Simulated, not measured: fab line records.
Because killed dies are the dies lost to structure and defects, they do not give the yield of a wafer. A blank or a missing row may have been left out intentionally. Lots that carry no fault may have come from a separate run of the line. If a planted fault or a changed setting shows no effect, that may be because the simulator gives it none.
Which tool did it? || flow gf180mcu || 7 lots, 21 wafers sampled, at 2 steps of a route of 602

== WHAT THE GAUGES SHOWED, per wafer ==
GF_SALICIDE_RS_MEAS_04: uses a four-point probe to measure.
{"lot": "L940", "measured": "day 15 11:42", "on": "filmMetro-01", "SALICIDE_TIN_RS (ohm/sq)": "16.8 16.6 17.0"}
{"lot": "L942", "measured": "day 16 02:48", "on": "filmMetro-01", "SALICIDE_TIN_RS (ohm/sq)": "16.6 16.0 16.6"}
{"lot": "L944", "measured": "day 16 23:13", "on": "filmMetro-03", "SALICIDE_TIN_RS (ohm/sq)": "16.6 16.5 16.6"}
{"lot": "L946", "measured": "day 17 15:47", "on": "filmMetro-01", "SALICIDE_TIN_RS (ohm/sq)": "17.0 17.2 16.2"}
{"lot": "L951", "measured": "day 19 16:41", "on": "filmMetro-01", "SALICIDE_TIN_RS (ohm/sq)": "16.2 16.5 16.9"}
{"lot": "L956", "measured": "day 21 10:58", "on": "filmMetro-03", "SALICIDE_TIN_RS (ohm/sq)": "16.0 11.1 16.1"}
{"lot": "L961", "measured": "day 22 19:56", "on": "filmMetro-04", "SALICIDE_TIN_RS (ohm/sq)": "16.0 16.1 15.6"}

== WHAT TOOL EACH LOT RAN ON (gives the tool, then ch and the chambers of the sampled wafers, and finally the start) ==
{"lot": "L940", "GF_SALICIDE_SPUTTER_02": "pvdSputter-03, day 15 11:39"}
{"lot": "L942", "GF_SALICIDE_SPUTTER_02": "pvdSputter-03, day 16 02:45"}
{"lot": "L944", "GF_SALICIDE_SPUTTER_02": "pvdSputter-01, day 16 23:10"}
{"lot": "L946", "GF_SALICIDE_SPUTTER_02": "pvdSputter-03, day 17 15:42"}
{"lot": "L951", "GF_SALICIDE_SPUTTER_02": "pvdSputter-03, day 19 16:38"}
{"lot": "L956", "GF_SALICIDE_SPUTTER_02": "pvdSputter-03, day 21 10:55"}
{"lot": "L961", "GF_SALICIDE_SPUTTER_02": "pvdSputter-01, day 22 19:51"}
- GF_SALICIDE_SPUTTER_02: material Co, target thk 10 nm, time 20 s.

== THE ANSWER, worked out from the rows above alone ==
Rule: the usual values come from the lots themselves. Put in order of their means at a reading, lots are off if they are a third of the lots or fewer, leave a main group of 4 or more, and stand apart from it by a gap of 3 or more times the standard deviation of the main group's means; of several such gaps the widest counts. If all means in a main group match to the digits the tables above print for the reading, that group is not used. A lot without any number at a reading at which 4 lots or more have one is off too. All remaining lots with rows at the step are treated as sound.
Off: at GF_SALICIDE_RS_MEAS_04 (SALICIDE_TIN_RS), L956. The main group has a mean of 16.5 ohm/sq with a standard deviation of 0.3.
If a tool, at a process step before that reading, ran all the lots that are off and no sound lot after the first of them, it fits. The gauges at GF_SALICIDE_RS_MEAS_04 are tried like those tools. Can't be told from this: 2 tools fit, pvdSputter-03 at GF_SALICIDE_SPUTTER_02, filmMetro-03 at GF_SALICIDE_RS_MEAS_04.

== WHAT HAD BEEN PUT IN BY THE SIMULATOR ==
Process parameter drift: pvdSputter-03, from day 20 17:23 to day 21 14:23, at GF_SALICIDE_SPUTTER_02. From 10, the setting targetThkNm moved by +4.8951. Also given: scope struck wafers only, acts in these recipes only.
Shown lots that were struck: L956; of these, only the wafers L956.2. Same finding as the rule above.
